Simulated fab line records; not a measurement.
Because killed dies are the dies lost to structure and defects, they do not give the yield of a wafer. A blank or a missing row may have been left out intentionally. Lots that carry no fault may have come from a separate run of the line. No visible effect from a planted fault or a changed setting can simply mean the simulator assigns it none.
fab line records ; flow sky130
[record] lots = 12; wafers = 36; last-day = 50
route steps=708 shown VIA2@527 METAL5@662 PAD_OPEN@707
lots with no fault: from the same line, run without faults
start-h: hours from the record's first day to the start of the lot's first wafer shown ; wait-h: time in hours since the lot's previous step ; " unchanged from the row above ; L1.1+2: a row that stands for several wafers ; - value missing, or start not given ; * or withheld: withheld ; < > ~ a bound
route shown NAME@n: NAME is a module with steps in the file, n the number in the route of the first one ; usual: mean/standard deviation taken from wafers without a fault ; same: alike in all rows ; chamber/n: place in a boat ; sites: per-site readings ; _std_site: standard deviation across them ; _edge_site: mean of outer sites minus mean of inner sites ; radius-mm: how far each site lies from the wafer's centre ; mask NAME#n: copy n ; behind: tool/chamber where the wafer was last shaped ; hold: the reason the lot was held/the length of the hold in hours/how it ended ; device: the transistor (n, p or np) that didn't switch ; end of line: tests run on the same wafers once the route is complete ; for a step that has no rows: nothing shown but its recipe ; killed: not the wafer's yield, but the dies lost to structure and defects at the first sort ; map: a wafer's dies, x killed, . not, _ none there
set.NAME: the run value of the setting; set.NAME@STEP: its run value at that earlier step ; model.NAME: the simulator's own value behind a step, which no gauge read
one table for each step of the route and one row for each wafer, over a sample of lots
services: a tool's chamber out of use, with start hour (start-h, from the record's first day; less than 0 if before it), hours out, and reason
[[steps]]
[step SKY_VIA2_SPUTTER_20]
[recipe] material = TiN; target-thk-nm = 20; chamber-pressure-pa = 5; power-w = 4000; time-s = 80
[usual] throttle-valve-pct = 29.5/1.1
lot.wafer;tool;chamber;start-h;wait-h;throttle-valve-pct
L339.1;pvd-sputter-03;-;847.22;0.0;29.0
L339.2;pvd-sputter-03;-;847.22;0.0;30.9
L339.5;pvd-sputter-03;-;847.22;0.0;31.7
L340.1;pvd-sputter-02;-;857.67;0.0;27.8
L340.2;pvd-sputter-02;-;857.67;0.0;29.6
L340.4;pvd-sputter-02;-;857.67;0.0;28.7
L341.3;pvd-sputter-01;-;865.27;0.0;28.5
L341.5;pvd-sputter-01;-;865.27;0.0;29.2
L341.6;pvd-sputter-01;-;865.27;0.0;29.7
L342.1;pvd-sputter-03;-;878.27;0.0;31.6
L342.4;pvd-sputter-03;-;878.27;0.0;28.8
L342.5;pvd-sputter-03;-;878.27;0.0;30.9
L345.1;pvd-sputter-02;-;898.92;0.0;28.9
L345.2;pvd-sputter-02;-;898.92;0.0;29.5
L345.4;pvd-sputter-02;-;898.92;0.0;29.8
L349.2;pvd-sputter-03;-;924.24;0.0;30.9
L349.4;pvd-sputter-03;-;924.24;0.0;31.5
L349.6;pvd-sputter-03;-;924.24;0.0;31.4
L350.3;pvd-sputter-03;-;936.07;0.0;30.5
L350.4;pvd-sputter-03;-;936.07;0.0;31.0
L350.6;pvd-sputter-03;-;936.07;0.0;30.6
L353.1;pvd-sputter-02;-;955.76;0.0;28.1
L353.3;pvd-sputter-02;-;955.76;0.0;28.7
L353.4;pvd-sputter-02;-;955.76;0.0;29.7
L354.2;pvd-sputter-01;-;960.98;0.0;29.8
L354.3;pvd-sputter-01;-;960.98;0.0;27.6
L354.4;pvd-sputter-01;-;960.98;0.0;29.2
L355.2;pvd-sputter-01;-;971.66;0.0;29.5
L355.4;pvd-sputter-01;-;971.66;0.0;27.6
L355.6;pvd-sputter-01;-;971.66;0.0;29.7
L358.1;pvd-sputter-01;-;985.23;0.0;29.3
L358.2;pvd-sputter-01;-;985.23;0.0;28.7
L358.4;pvd-sputter-01;-;985.23;0.0;27.8
L360.2;pvd-sputter-03;-;1002.93;0.0;30.6
L360.3;pvd-sputter-03;-;1002.93;0.0;30.8
L360.4;pvd-sputter-03;-;1002.93;0.0;29.4
[step SKY_METAL5_SPUTTER_01]
[recipe] material = TiN; target-thk-nm = 20; power-w = 6500; time-s = 16.7; chamber-pressure-pa = 0.4
[usual] throttle-valve-pct = 29.6/1.1
lot.wafer;tool;chamber;start-h;wait-h;throttle-valve-pct
L339.1;pvd-sputter-03;-;1004.04;0.0;29.5
L339.2;pvd-sputter-03;-;1004.04;0.0;31.3
L339.5;pvd-sputter-03;-;1004.04;0.0;30.7
L340.1;pvd-sputter-03;-;1013.44;0.0;31.0
L340.2;pvd-sputter-03;-;1013.44;0.0;31.3
L340.4;pvd-sputter-03;-;1013.44;0.0;29.1
L341.3;pvd-sputter-03;-;1022.37;0.0;30.7
L341.5;pvd-sputter-03;-;1022.37;0.0;30.7
L341.6;pvd-sputter-03;-;1022.37;0.0;29.2
L342.1;pvd-sputter-03;-;1033.08;0.0;30.8
L342.4;pvd-sputter-03;-;1033.08;0.0;30.6
L342.5;pvd-sputter-03;-;1033.08;0.0;31.5
L345.1;pvd-sputter-02;-;1052.88;0.0;28.9
L345.2;pvd-sputter-02;-;1052.88;0.0;28.0
L345.4;pvd-sputter-02;-;1052.88;0.0;29.7
L349.2;pvd-sputter-02;-;1074.79;0.0;28.9
L349.4;pvd-sputter-02;-;1074.79;0.0;29.5
L349.6;pvd-sputter-02;-;1074.79;0.0;29.1
L350.3;pvd-sputter-02;-;1083.36;0.0;28.8
L350.4;pvd-sputter-02;-;1083.36;0.0;29.7
L350.6;pvd-sputter-02;-;1083.36;0.0;29.5
L353.1;pvd-sputter-02;-;1100.94;0.0;28.8
L353.3;pvd-sputter-02;-;1100.94;0.0;29.5
L353.4;pvd-sputter-02;-;1100.94;0.0;27.8
L354.2;pvd-sputter-02;-;1103.73;0.0;28.9
L354.3;pvd-sputter-02;-;1103.73;0.0;28.0
L354.4;pvd-sputter-02;-;1103.73;0.0;29.8
L355.2;pvd-sputter-03;-;1111.76;0.0;29.1
L355.4;pvd-sputter-03;-;1111.76;0.0;30.8
L355.6;pvd-sputter-03;-;1111.76;0.0;29.1
L358.1;pvd-sputter-02;-;1124.78;0.0;29.7
L358.2;pvd-sputter-02;-;1124.78;0.0;27.7
L358.4;pvd-sputter-02;-;1124.78;0.0;29.6
L360.2;pvd-sputter-02;-;1140.33;0.0;28.8
L360.3;pvd-sputter-02;-;1140.33;0.0;29.2
L360.4;pvd-sputter-02;-;1140.33;0.0;28.0
[step SKY_METAL5_DESCUM_14]
[recipe] chemistry = O2; source-power-w = 150; bias-power-w = 0; pressure-mtorr = 10; temp-c = 40; time-s = 11
[usual] chamber-pressure-mTorr = 10.001/0.0086; drypump-motor-current-A = 5.7/0.38; oes-product-au = 1.001/0.011
[same] bias-power-w = 0
lot.wafer;tool;chamber;start-h;wait-h;chamber-pressure-mTorr;drypump-motor-current-A;oes-product-au;rf-hours-counter-h
L339.1;rie-metal-04;0;1027.47;0.1;10.005;5.8;1.001;6
L339.2;rie-metal-04;1;1027.47;0.1;9.997;5.4;0.995;9
L339.5;rie-metal-04;0;1027.47;0.1;9.997;5.8;1.009;-
L340.1;rie-metal-01;0;1037.03;0.1;10.005;6.2;1.006;0
L340.2;rie-metal-01;1;1037.03;0.1;9.994;6.2;1.002;17
L340.4;rie-metal-01;0;1037.03;0.1;9.994;6.2;1.010;-
L341.3;rie-metal-03;0;1045.29;0.1;10.006;5.8;0.993;-
L341.5;rie-metal-03;1;1045.29;0.1;9.994;5.1;0.989;-
L341.6;rie-metal-03;0;1045.29;0.1;9.999;5.8;0.998;-
L342.1;rie-metal-03;0;1056.22;0.1;9.993;5.7;1.011;12
L342.4;rie-metal-03;0;1056.22;0.1;9.986;5.8;0.998;-
L342.5;rie-metal-03;0;1056.22;0.1;9.988;5.8;1.002;-
L345.1;rie-metal-03;1;1074.72;0.1;9.993;5.1;0.981;0
L345.2;rie-metal-03;0;1074.72;0.1;10.009;5.8;0.998;14
L345.4;rie-metal-03;0;1074.72;0.1;10.007;5.8;0.991;-
L349.2;rie-metal-01;1;1095.43;0.1;9.991;6.2;0.989;-
L349.4;rie-metal-01;1;1095.43;0.1;10.009;6.2;1.011;-
L349.6;rie-metal-01;1;1095.43;0.1;10.005;6.2;0.998;-
L350.3;rie-metal-04;0;1103.53;0.1;10.003;5.8;1.014;-
L350.4;rie-metal-04;1;1103.53;0.1;9.999;5.3;1.004;-
L350.6;rie-metal-04;1;1103.53;0.1;9.996;5.3;0.986;-
L353.1;rie-metal-04;0;1121.13;0.1;9.997;5.9;1.011;13
L353.3;rie-metal-04;0;1121.13;0.1;10.017;5.8;1.022;-
L353.4;rie-metal-04;1;1121.13;0.1;10.011;5.4;1.013;-
L354.2;rie-metal-03;1;1123.57;0.1;10.006;5.1;0.964;4
L354.3;rie-metal-03;0;1123.57;0.1;9.993;5.8;0.996;-
L354.4;rie-metal-03;1;1123.57;0.1;9.989;5.1;0.970;-
L355.2;rie-metal-04;0;1130.68;0.1;10.019;5.8;1.007;13
L355.4;rie-metal-04;1;1130.68;0.1;10.003;5.3;1.000;-
L355.6;rie-metal-04;0;1130.68;0.1;9.997;5.8;1.009;-
L358.1;rie-metal-04;1;1143.67;0.1;10.001;5.4;0.999;18
L358.2;rie-metal-04;0;1143.67;0.1;9.997;5.8;1.002;15
L358.4;rie-metal-04;0;1143.67;0.1;10.020;5.8;1.010;-
L360.2;rie-metal-01;0;1158.78;0.1;9.986;6.2;0.991;3
L360.3;rie-metal-01;1;1158.78;0.1;9.991;6.2;1.006;-
L360.4;rie-metal-01;0;1158.78;0.1;10.011;6.2;1.009;-
[step SKY_PAD_OPEN_BOW_MEAS_13]
[recipe] mode = bow
[usual] PAD_OPEN_BOW = 48/8.7
lot.wafer;tool;chamber;start-h;wait-h;PAD_OPEN_BOW[um]
L339.1;film-metro-02;-;1076.51;-;55
L339.2;film-metro-02;-;1076.51;-;42
L339.5;film-metro-02;-;1076.51;-;49
L340.1;film-metro-04;-;1083.73;-;54
L340.2;film-metro-04;-;1083.73;-;52
L340.4;film-metro-04;-;1083.73;-;66
L341.3;film-metro-02;-;1090.63;-;51
L341.5;film-metro-02;-;1090.63;-;34
L341.6;film-metro-02;-;1090.63;-;37
L342.1;film-metro-03;-;1102.39;-;50
L342.4;film-metro-03;-;1102.39;-;47
L342.5;film-metro-03;-;1102.39;-;41
L345.1;film-metro-02;-;1118.03;-;46
L345.2;film-metro-02;-;1118.03;-;37
L345.4;film-metro-02;-;1118.03;-;38
L349.2;film-metro-02;-;1138.51;-;58
L349.4;film-metro-02;-;1138.51;-;51
L349.6;film-metro-02;-;1138.51;-;58
L350.3;film-metro-04;-;1145.12;-;68
L350.4;film-metro-04;-;1145.12;-;52
L350.6;film-metro-04;-;1145.12;-;56
L353.1;film-metro-03;-;1161.54;-;52
L353.3;film-metro-03;-;1161.54;-;38
L353.4;film-metro-03;-;1161.54;-;42
L354.2;film-metro-04;-;1163.05;-;55
L354.3;film-metro-04;-;1163.05;-;45
L354.4;film-metro-04;-;1163.05;-;51
L355.2;film-metro-03;-;1169.21;-;55
L355.4;film-metro-03;-;1169.21;-;54
L355.6;film-metro-03;-;1169.21;-;61
L358.1;film-metro-02;-;1181.36;-;37
L358.2;film-metro-02;-;1181.36;-;29
L358.4;film-metro-02;-;1181.36;-;48
L360.2;film-metro-03;-;1195.54;-;50
L360.3;film-metro-03;-;1195.54;-;56
L360.4;film-metro-03;-;1195.54;-;56
[step SKY_PAD_OPEN_PROBE_99]
[usual] defect-limited-yield = 82.7/1.9; killed_at_M0_to_M3 = 43/7.3; killed_at_M4_up = 3.1/1.7; killed-at-contacts = 25/5.3; killed-at-front-end = 14/4.1; killed-at-other = 0.3/0.56; killed-dies = 85/9.4; killed-open = 46/7.4; killed-short = 38/5.8; sort_bin_3_pad_short = 0.8/0.4; sort_bin_5_function = 10.2/1.5; sort_bin_6_memory = 6.2/1.2; sort-n-pass = 407/9.4; sort-yield-pct = 82.7/1.9
[same] gross-dies = 492; killed-at-back-side = 0; sort_bin_4_leakage[%] = 0; sort_bin_8_speed[%] = 0
lot.wafer;tool;chamber;start-h;wait-h;defect-limited-yield[%];killed_at_M0_to_M3;killed_at_M4_up;killed-at-contacts;killed-at-front-end;killed-at-other;killed-dies;killed-open;killed-short;sort_bin_3_pad_short[%];sort_bin_5_function[%];sort_bin_6_memory[%];sort-n-pass;sort-yield-pct[%]
L349.2;prober-01;-;1138.66;0.1;71.5;107;3;20;10;0;140;36;31;6.1;17.7;4.7;352;71.5
L349.4;prober-01;-;1138.76;0.2;81.9;46;1;23;18;1;89;41;48;0.8;11.0;6.3;403;81.9
L349.6;prober-01;-;1138.86;0.2;83.1;43;4;21;14;1;83;47;35;0.2;10.4;6.3;409;83.1
L350.3;prober-02;-;1145.30;0.2;87.0;29;3;21;11;0;64;29;35;1.0;7.7;4.3;428;87.0
L350.4;prober-02;-;1145.35;0.2;70.9;111;6;14;12;0;143;34;40;4.7;18.1;6.3;349;70.9
L350.6;prober-02;-;1145.45;0.2;84.3;39;3;18;17;0;77;36;40;1.6;8.3;5.7;415;84.3
// killed by level:class
L349.2 VIA2:unspecified=72 LI_CONTACT:geometric-particle:open=9 CONTACT:geometric-particle:short=6 VIA3:geometric-particle:open=5 METAL1:geometric-particle:short=5 CONTACT:geometric-particle:open=5 VIA2:geometric-particle:open=5 VIA1:geometric-particle:open=5
L349.4 VIA1:geometric-particle:open=13 VIA1:geometric-particle:short=7 FIELD_ISO:geometric-particle:short=6 LI_CONTACT:geometric-particle:open=6 CONTACT:geometric-particle:open=6 POLY_GATE:geometric-particle:short=5 CONTACT:geometric-particle:short=5 VIA2:geometric-particle:short=5
L349.6 CONTACT:geometric-particle:open=9 VIA1:geometric-particle:open=8 VIA2:geometric-particle:open=7 METAL1:geometric-particle:short=7 METAL2:geometric-particle:short=7 FIELD_ISO:geometric-particle:open=5 LI_CONTACT:geometric-particle:open=5 VIA1:geometric-particle:short=5
L350.3 VIA1:geometric-particle:open=7 LI_CONTACT:geometric-particle:open=6 LOCAL_INTERCONNECT:geometric-particle:short=6 CONTACT:geometric-particle:open=5 VIA3:geometric-particle:open=4 FIELD_ISO:geometric-particle:short=3 CONTACT:geometric-particle:short=3 VIA2:geometric-particle:open=3
L350.4 VIA2:unspecified=68 CONTACT:geometric-particle:open=9 METAL1:geometric-particle:short=8 VIA1:geometric-particle:short=6 METAL4:geometric-particle:short=5 VIA1:geometric-particle:open=5 METAL2:geometric-particle:short=4 VIA3:geometric-particle:open=4
L350.6 METAL1:geometric-particle:short=9 VIA1:geometric-particle:open=8 CONTACT:geometric-particle:open=6 VIA1:geometric-particle:short=6 FIELD_ISO:geometric-particle:short=5 VIA2:geometric-particle:open=5 LOCAL_INTERCONNECT:geometric-particle:short=4 METAL2:geometric-particle:short=4
[[services]]
tool;chamber;start-h;hours;kind
rie-metal-01;-;887.20;0.6;repair
pvd-sputter-03;1;894.78;-;consumable-replace:kit
pvd-sputter-03;1;894.78;18.0;scheduled-down
pvd-sputter-03;1;894.78;18.0;vent-cycle
rie-metal-01;0;899.65;6.2;repair
rie-metal-04;-;904.11;0.2;repair
pvd-sputter-02;0;923.70;-;consumable-replace:kit
pvd-sputter-02;0;923.70;18.0;scheduled-down
pvd-sputter-02;0;923.70;18.0;vent-cycle
rie-metal-04;-;928.18;2.5;repair
rie-metal-03;0;949.59;1.5;repair
rie-metal-03;-;959.00;2.8;pm
pvd-sputter-01;-;964.88;5.1;repair
pvd-sputter-01;-;975.40;0.6;repair
rie-metal-04;-;980.25;7.6;repair
pvd-sputter-01;-;992.24;2.5;repair
pvd-sputter-01;-;1015.50;1.3;repair
pvd-sputter-03;0;1016.27;-;consumable-replace:kit
pvd-sputter-03;0;1016.27;18.0;scheduled-down
rie-metal-01;0;1049.96;76.4;repair
rie-metal-04;-;1059.47;2.4;repair
pvd-sputter-01;-;1089.25;4.3;repair
rie-metal-01;-;1094.30;1.0;repair
rie-metal-01;1;1151.34;1.3;repair
[[key]]
[first-sign] step = SKY_PAD_OPEN_PROBE_99; reading = sort_bin_3_pad_short; direction = up; sigmas = 12; usual = 0.8; struck = 5.4
[effect] step = SKY_PAD_OPEN_PROBE_99; reading = killed_at_M0_to_M3; direction = up; sigmas = 9.1; usual = 43; struck = 109
met-at SKY_VIA2_SPUTTER_20
struck-lots L349,L350
struck-wafers L349.2,L350.4
not-acting-at SKY_METAL5_SPUTTER_01,SKY_METAL5_DESCUM_14,SKY_PAD_OPEN_BOW_MEAS_13
onset-between 847.22 924.24
[fault] kind = chamber-particle-source; tool = pvd-sputter-03; chamber = -; onset-h = 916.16; steps = SKY_VIA2_SPUTTER_20; rate-per-visit-cm2 = 2.0172; end-h = 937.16; scope = struck-wafers-only
